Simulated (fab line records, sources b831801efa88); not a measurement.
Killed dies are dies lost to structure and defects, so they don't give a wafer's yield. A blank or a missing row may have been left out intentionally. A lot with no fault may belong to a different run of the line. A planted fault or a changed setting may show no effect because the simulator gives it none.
Which tool is to blame? -- flow gf180mcu -- 42 wafers from 14 lots sampled at 5 of the route's 602 steps

== WHAT EACH GAUGE READ, for each wafer ==
GF_MVSD_OVL_MEAS_07.
lot,measured,on,MVSD_OVL (nm)
L810,day 4 11:44,overlay-01,1.6 0.4 -1.2
L812,day 5 01:28,overlay-02,-0.3 0.2 -1.4
L813,day 5 08:40,overlay-01,-2.6 -1.9 -1.6
L814,day 5 11:50,overlay-01,-1.6 -1.1 0.1
L816,day 6 01:26,overlay-01,0.9 -0.3 -1.1
L817,day 6 04:20,overlay-02,0.2 0.3 -0.9
L820,day 6 21:14,overlay-01,1.0 -0.6 1.3
L823,day 7 16:50,overlay-02,1.6 1.7 0.8
L824,day 7 22:46,overlay-01,0.3 -1.5 1.6
L826,day 8 10:09,overlay-02,1.6 1.0 0.0
L827,day 8 13:40,overlay-01,-2.6 1.6 0.1
L828,day 8 20:14,overlay-02,0.7 -0.1 -0.3
L830,day 9 09:44,overlay-01,-1.5 -1.1 -0.5
L833,day 10 01:44,overlay-02,-0.8 -0.5 -1.5

GF_VT_IMPLANT_OVL_MEAS_29.
lot,measured,on,VT_IMPLANT_02_OVL (nm)
L810,day 7 00:05,overlay-01,-2.0 -0.4 -3.6
L812,day 7 15:20,overlay-02,-1.6 -2.2 -3.6
L813,day 8 00:11,overlay-02,-0.2 1.5 -0.4
L814,day 8 02:44,overlay-01,-0.3 -2.4 -0.3
L816,day 8 19:08,overlay-01,0.0 1.8 0.7
L817,day 8 21:47,overlay-01,-1.2 1.1 1.3
L820,day 9 16:41,overlay-01,-1.1 -0.6 -2.4
L823,day 10 14:24,overlay-01,-0.3 -0.7 -1.3
L824,day 10 21:26,overlay-01,-2.9 -1.2 -1.9
L826,day 11 10:24,overlay-02,-0.2 -1.1 0.5
L827,day 11 15:32,overlay-01,-1.1 0.0 -2.0
L828,day 11 21:29,overlay-01,1.9 1.4 0.2
L830,day 12 12:53,overlay-01,-2.7 -1.1 0.3
L833,day 13 07:17,overlay-01,-2.7 -1.3 -1.8

GF_VT_IMPLANT_TW_MEAS_43.
lot,measured,on,VT_IMPLANT_4_TW
L810,day 7 16:37,film-metro-02,687 690 686
L812,day 8 08:25,film-metro-02,690 687 691
L813,day 8 17:37,film-metro-02,691 691 690
L814,day 8 20:20,film-metro-04,696 693 693
L816,day 9 13:02,film-metro-04,698 696 697
L817,day 9 16:02,film-metro-03,704 707 709
L820,day 10 10:40,film-metro-02,707 710 708
L823,day 11 09:36,film-metro-04,694 695 691
L824,day 11 17:07,film-metro-04,695 693 690
L826,day 12 05:41,film-metro-04,692 695 693
L827,day 12 11:40,film-metro-03,698 699 696
L828,day 12 17:55,film-metro-02,688 694 690
L830,day 13 09:47,film-metro-02,686 693 689
L833,day 14 04:34,film-metro-02,692 689 692

GF_DUAL_GATE_OVL_MEAS_11.
lot,measured,on,DUAL_GATE_OVL (nm)
L810,day 8 11:07,overlay-02,0.6 0.4 0.7
L812,day 9 04:05,overlay-02,1.4 0.4 0.7
L813,day 9 13:25,overlay-01,-1.7 -0.6 0.2
L814,day 9 16:24,overlay-01,0.7 0.5 0.3
L816,day 10 13:10,overlay-01,-0.8 0.3 -0.2
L817,day 10 14:17,overlay-02,0.2 0.5 -2.4
L820,day 11 07:23,overlay-01,-2.2 -1.6 -1.6
L823,day 12 08:32,overlay-01,-1.7 -2.4 -1.6
L824,day 12 15:08,overlay-02,2.3 2.6 -0.9
L826,day 13 04:47,overlay-01,0.0 0.8 0.0
L827,day 13 10:35,overlay-02,0.2 0.2 0.4
L828,day 13 16:41,overlay-01,-0.1 0.8 1.1
L830,day 14 08:41,overlay-01,0.3 0.6 1.9
L833,day 15 12:10,overlay-01,0.9 -0.7 0.4

== EACH LOT AND THE TOOL THAT RAN IT (in order: tool; ch and the chambers of the sampled wafers; start) ==
lot,GF_VT_IMPLANT_IMPLANT_41
L810,"implanter-02 ch 0, day 7 16:23"
L812,"implanter-01 ch 0, day 8 08:10"
L813,"implanter-02 ch 0, day 8 17:22"
L814,"implanter-03 ch 0, day 8 20:06"
L816,"implanter-02 ch 0, day 9 12:47"
L817,"implanter-02 ch 0, day 9 15:47"
L820,"implanter-02 ch 0, day 10 10:25"
L823,"implanter-01 ch 0, day 11 09:23"
L824,"implanter-01 ch 0, day 11 16:52"
L826,"implanter-03 ch 0, day 12 05:28"
L827,"implanter-02 ch 0, day 12 11:26"
L828,"implanter-01 ch 0, day 12 17:40"
L830,"implanter-01 ch 0, day 13 09:33"
L833,"implanter-02 ch 0, day 14 04:19"
- GF_VT_IMPLANT_IMPLANT_41

== AS READ BY THE TOOLS THEMSELVES (means over the sampled wafers that have a number; for cases with no such wafer, the mark the record gives instead) ==
GF_VT_IMPLANT_IMPLANT_41.
lot,tool,dose-ions-cm2,faraday-current-uA
L810,implanter-02,1.013e+12,5.73
L812,implanter-01,1.013e+12,5.80
L813,implanter-02,1.012e+12,5.68
L814,implanter-03,1.012e+12,5.73
L816,implanter-02,1.014e+12,5.71
L817,implanter-02,1.081e+12,6.08
L820,implanter-02,1.081e+12,6.11
L823,implanter-01,1.013e+12,5.81
L824,implanter-01,1.012e+12,5.78
L826,implanter-03,1.012e+12,5.72
L827,implanter-02,1.014e+12,5.72
L828,implanter-01,1.013e+12,5.77
L830,implanter-01,1.013e+12,5.76
L833,implanter-02,1.013e+12,5.64

== THE ANSWER, worked out from the rows above alone ==
Rule: what is usual is taken from the lots themselves. The widest of any qualifying gaps counts: lots, ordered by their means at a reading, are off when they make up no more than a third of the lots, leave a main group of 4 or more, and stand apart from it by 3 or more times the standard deviation of that group's means. If all means in a main group match to the digits the tables above print for the reading, that group is not used. Also off: a lot with no number at a reading for which 4 or more lots have one. Any other lot the step has rows for is counted as sound. The gauges are gone through in route order, then the tools' own readings, and for those a lot's mean is taken as printed above. At the first step where some lot is off, the reading lying furthest off is the one used; lots without a number count as furthest.
Off: L817, L820, seen at GF_VT_IMPLANT_TW_MEAS_43 (VT_IMPLANT_4_TW). Main group: mean 692, sd 2.9.
A tool fits if, at a process step before that reading, it ran every lot that is off, and no sound lot after the first of them. The gauges at GF_VT_IMPLANT_TW_MEAS_43 aren't tried: what is off there is off at GF_VT_IMPLANT_IMPLANT_41 too, on other tools, and a gauge's error can't cause that. None of those tried fits.

== WHAT HAD BEEN PUT IN BY THE SIMULATOR ==
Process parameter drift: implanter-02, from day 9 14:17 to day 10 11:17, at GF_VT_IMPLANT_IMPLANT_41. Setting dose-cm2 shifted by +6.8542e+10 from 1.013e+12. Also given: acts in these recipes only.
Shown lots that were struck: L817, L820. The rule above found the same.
